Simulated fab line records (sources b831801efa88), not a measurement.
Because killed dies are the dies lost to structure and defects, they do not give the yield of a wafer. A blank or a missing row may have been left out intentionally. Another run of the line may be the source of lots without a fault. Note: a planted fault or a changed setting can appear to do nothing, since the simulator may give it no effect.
2 desks, one fault | flow sky130 | each desk holds nothing but its own numbers, with what lay behind them at the end

== AT THE METROLOGY DESK ==
Means of the sampled wafers that have a number, per lot and without regard to the tool the lot ran on: this is what the gauges read. Any lot whose mean is over 4 standard deviations away from the usual mean is out of limits and marked OUT; that distance is given in the brackets.
Columns: A = cd-nm at SKY_POLY_GATE_CD_MEAS_22, usual 150.7 nm; B = LDD_N_OVL at SKY_LDD_N_OVL_MEAS_07, usual -0.3 nm
lot  | first seen here | A     | B
L523 | day 17 15:14    | 151.3 | -0.3
L526 | day 18 17:37    | 149.4 | 0.1
L531 | day 21 05:29    | 147.2 | 0.2
L532 | day 21 16:32    | 147.6 | -3.3
L536 | day 23 08:28    | 150.3 | -1.5
L540 | day 23 20:58    | 150.0 | 2.4
Finding of this desk: none of the 6 lots has anything out of limits.

== DESK OF THE TOOL OWNER: implanter-03 ==
The tool's own readings at SKY_LDD_N_IMPLANT_11, given as means over the sampled wafers that have a number, one for each lot that went through this tool. Any lot whose mean is over 4 standard deviations away from the usual mean is out of limits and marked OUT; that distance is given in the brackets.
Columns: A = beam-energy-keV at SKY_LDD_N_IMPLANT_11, usual 20.000
lot  | first seen here | A
L526 | day 19 23:25    | 19.996
L531 | day 22 12:38    | 17.545 (-99 or more) OUT
L532 | day 22 23:25    | 17.538 (-99 or more) OUT
This desk finds L531, L532 out of limits, L531 being first, at day 22 12:38 (beam-energy-keV at SKY_LDD_N_IMPLANT_11). L526: within limits.

== TAKEN TOGETHER ==
On L531, L532, at day 22 12:38, an alarm was possible from the tool owner's desk.
Nothing out of limits was seen by the metrology desk.
The metrology desk has L531, L532 on record, within its limits.
SKY_LDD_N_IMPLANT_11 was run on implanter-03 by each of the lots named.

== WHAT THE SIMULATOR PUT IN ==
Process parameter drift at SKY_LDD_N_IMPLANT_11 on implanter-03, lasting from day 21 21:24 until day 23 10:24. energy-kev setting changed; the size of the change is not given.
Lots struck among those shown: L531, L532.
Hours from the fault's start to each desk's first reading out of limits: the tool owner's desk, 15.
